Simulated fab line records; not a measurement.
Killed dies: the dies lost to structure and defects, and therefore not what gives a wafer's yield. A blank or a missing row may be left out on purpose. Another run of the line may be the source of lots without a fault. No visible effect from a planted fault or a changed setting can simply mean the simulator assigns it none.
A lot that was struck, set against a sound lot / flow sky130 / 15 steps out of a route of 708
Sound: the wafers L611.3, L611.4, L611.6. The struck wafers were L605.1, L605.5, L605.6. At the end, the cause is stated.
Per side, at each step with rows, come the tool, then ch with its chambers, and then its first start. Under that, the readings that differ: sound wafers / struck wafers / difference of the means / sigmas: that difference in standard deviations of wafers without a fault.
alike: words and numbers the same on both sides, and readings whose means are apart by under 2 such deviations; not compared: readings that were withheld, readings missing a value for some wafer, numbers with overlapping values and no deviation given by the record, and bounds like >300 which may hide the same value.
A row with sigmas, a row that says differs or no value, or rows on one side alone: a step with any of these is where the two part. Numbers that have no deviation but don't overlap get no sigmas and don't part them. Lack of a reading on every wafer of one side parts them only where that side has two or more wafers.

first, 7 steps without rows for these wafers: SKY_LDD_LDN_DEHYDRATE_00 (time 60 s); SKY_LDD_LDN_HMDS_01 (prime time 60 s); SKY_LDD_LDN_COAT_02 (resist thk 1140 nm); SKY_LDD_LDN_SOFTBAKE_03 (time 60 s); SKY_LDD_LDN_EXPOSE_04 (exposes mask LDNTM, target cd 700 nm); SKY_LDD_LDN_PEB_05; SKY_LDD_LDN_DEVELOP_06 (develop time 60 s).
SKY_LDD_LDN_OVL_MEAS_07:
  struck on overlay-01, day 25 06:57; sound on overlay-01, day 27 05:38
  alike: LDD_LDN_OVL
then, 4 steps without rows for these wafers: SKY_LDD_LDN_IMPLANT_08; SKY_LDD_LDN_IMPLANT_09; SKY_LDD_LDN_IMPLANT_10; SKY_LDD_LDN_IMPLANT_11.
SKY_LDD_LDN_STRIP_12: strips in O2/N2.
  sound on plasmaAsher-03 ch 0,1, day 27 06:18; struck on plasmaAsher-02 ch 0,1, day 25 07:35
reading=oesProductAu (a.u.); sound=0.716 0.719 0.717; struck=0.950 0.959 0.951; difference=+0.236; sigmas=+50
reading=stripTimeToEndpointS (s); sound=14.18 14.15 14.12; struck=- - -; difference=no value on the struck wafers; sigmas=
reading=model.NOVOLAK_of_LDD_LDN_COAT_02.thkNm (nm); sound=0 0 0; struck=73.89 73.91 73.94; difference=+73.91; sigmas=
  alike: drypumpMotorCurrentA
  not compared: rfHoursCounterH
SKY_LDD_LDN_TW_MEAS_13:
  struck on filmMetro-03, day 25 07:41; sound on filmMetro-01, day 27 06:23
  alike: LDD_LDN_TW
-- here the record skips 22 days between the struck wafers' starts before and after, leaving off in module LDD_LDN and picking up in module PAD_OPEN (first step shown: number 708 of the route) --
SKY_PAD_OPEN_PROBE_99:
  struck on prober-02, day 47 14:20; sound on prober-02, day 48 18:14
reading=killedAtFrontEnd; sound=8 13 16; struck=374 378 383; difference=+366; sigmas=+83
reading=killedDies; sound=83 90 82; struck=457 464 460; difference=+375; sigmas=+41
reading=killedOnRim; sound=20 15 18; struck=96 96 96; difference=+78; sigmas=+22
  alike: killed_at_M0_to_M3, killed_at_M4_up, killedAtContacts, killedAtOther, killedOpen, killedShort

WHERE THEY PART
First at SKY_LDD_LDN_STRIP_12; last, within this record, at SKY_PAD_OPEN_PROBE_99.

WHY: whatever the simulator had introduced
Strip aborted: plasmaAsher-02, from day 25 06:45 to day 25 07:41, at SKY_LDD_LDN_STRIP_12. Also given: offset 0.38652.
